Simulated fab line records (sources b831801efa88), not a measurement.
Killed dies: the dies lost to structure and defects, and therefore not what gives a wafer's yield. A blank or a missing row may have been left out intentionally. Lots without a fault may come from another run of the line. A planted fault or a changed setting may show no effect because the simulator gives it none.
Lot-split experiment | flow sfq-line | 5 lots, 18 wafers read, on a route of 325 steps

== ON THE SPLIT ==
At SFQ_TRILAYER_M4_LITHO_COAT_098 (resist thk 62 nm), the setting resist-thk-nm was moved away from the recipe's 62 nm on 7 of the 18 wafers read, by +1.8% to +5.5%. The other wafers ran this setting at the recipe's value.

== FROM THE SPLIT TO THE READING: what the file shows between them, 3 steps ==
- SFQ_TRILAYER_M4_LITHO_COAT_093: resist thk 600 nm
- SFQ_TRILAYER_M4_LITHO_SOFTBAKE_097
- SFQ_TRILAYER_M4_LITHO_DEVELOP_095: time 60 s

== THE READING ==
etch.depth-nm (the simulator's own value, which no gauge read), in nm, at SFQ_TRILAYER_M4_BARC_OPEN_METAL_ETCH_123 (etches BARC in O2, target depth 125 nm, time 41.7 s). The file does not state a usual value for it. The 11 wafers here that ran the recipe average 62.02 nm, standard deviation 0.19 nm.

wafer  | tool, chamber at the split | resist-thk-nm as run, nm | against the recipe | etch.depth-nm, nm | against lot-mates on the recipe
L075.2 | litho-track-04, 0          | 62                       | recipe             | 61.79             | -
L075.5 | litho-track-04, 0          | 62                       | recipe             | 61.78             | -
L075.6 | litho-track-04, 0          | 62                       | recipe             | 61.88             | -
L078.1 | litho-track-01, 0          | 63.09                    | +1.8%              | 63.23             | no lot-mate on the recipe
L078.2 | litho-track-01, 0          | 63.09                    | +1.8%              | 62.98             | no lot-mate on the recipe
L081.2 | litho-track-02, 0          | 62                       | recipe             | 61.96             | -
L081.3 | litho-track-02, 0          | 62                       | recipe             | 61.88             | -
L081.4 | litho-track-02, 0          | 62                       | recipe             | 61.89             | -
L083.2 | litho-track-02, 0          | 62                       | recipe             | 62.21             | -
L083.3 | litho-track-02, 0          | 63.54                    | +2.5%              | 63.77             | +1.51
L083.4 | litho-track-02, 0          | 63.54                    | +2.5%              | 63.63             | +1.37
L083.5 | litho-track-02, 0          | 63.54                    | +2.5%              | 63.79             | +1.52
L083.6 | litho-track-02, 0          | 62                       | recipe             | 62.32             | -
L085.1 | litho-track-02, 0          | 62                       | recipe             | 62.13             | -
L085.2 | litho-track-02, 0          | 65.42                    | +5.5%              | 65.56             | +3.37
L085.3 | litho-track-02, 0          | 65.42                    | +5.5%              | 65.55             | +3.36
L085.5 | litho-track-02, 0          | 62                       | recipe             | 62.12             | -
L085.6 | litho-track-02, 0          | 62                       | recipe             | 62.31             | -

FIT RESULTS
A straight line over all 18 wafers: etch.depth-nm changes by +0.647 nm for each +1% of resist-thk-nm; r = +0.99; the points scatter about the line by 0.17 nm.
The same after taking each lot's own level away (the mean of its wafers on the recipe; 16 wafers): +0.607 nm for each +1%; r = +1.00; scatter 0.065 nm.
On that fit, the largest move of resist-thk-nm shifts the reading by 3.3 nm.
Across the lots, their own levels run from 61.817 to 62.265 nm, a range of 2.3 times the standard deviation given above.
Hence the lot-to-lot level has little effect on the slope; both slopes agree.
Check: +3.32 nm against its lot-mates is what the line predicts for one of the wafers moved furthest among these (+5.5%) when that wafer is left out of the fit. It came out at +3.37 nm against them.

== THESE WAFERS: OTHER SPLITS ==
Before the reading, these wafers also passed through other splits. Each is held against what the fit with the lots' levels taken away leaves over:
other split on the same wafers               | wafers away from the commonest value | r with etch.depth-nm (lot level and that fit taken away)
SFQ_TRILAYER_M3_LITHO_PEB_078 peb-temp-c     | 8                                    | +0.22
SFQ_TRILAYER_M3_ETCH_METAL_ETCH_078 time-s   | 2                                    | -0.24
SFQ_TRILAYER_I3_VIA_LITHO_EXPOSE_086 dose-mj | 3                                    | -0.10

== THE WHOLE CHAIN: every reading that the file lists as answering this split, in the file's order ==
step                                     | what it does                                        | reading                                                                                    | change (the file's fit)               | r (the file's)
SFQ_TRILAYER_M4_LITHO_COAT_098           | resist thk 62 nm                                    | BARC_of_TRILAYER_M4_LITHO_COAT_098.thk-nm (the simulator's own value, which no gauge read) | +0.611 nm for each +1% of the setting | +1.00
SFQ_TRILAYER_M4_BARC_OPEN_METAL_ETCH_123 | etches BARC in O2, target depth 125 nm, time 41.7 s | etch.depth-nm (the simulator's own value, which no gauge read)                             | +0.607 nm for each +1% of the setting | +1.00

== THE FILE'S OWN FIT ==
etch.depth-nm changes by +0.607 nm for each +1% of resist-thk-nm, r = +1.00.
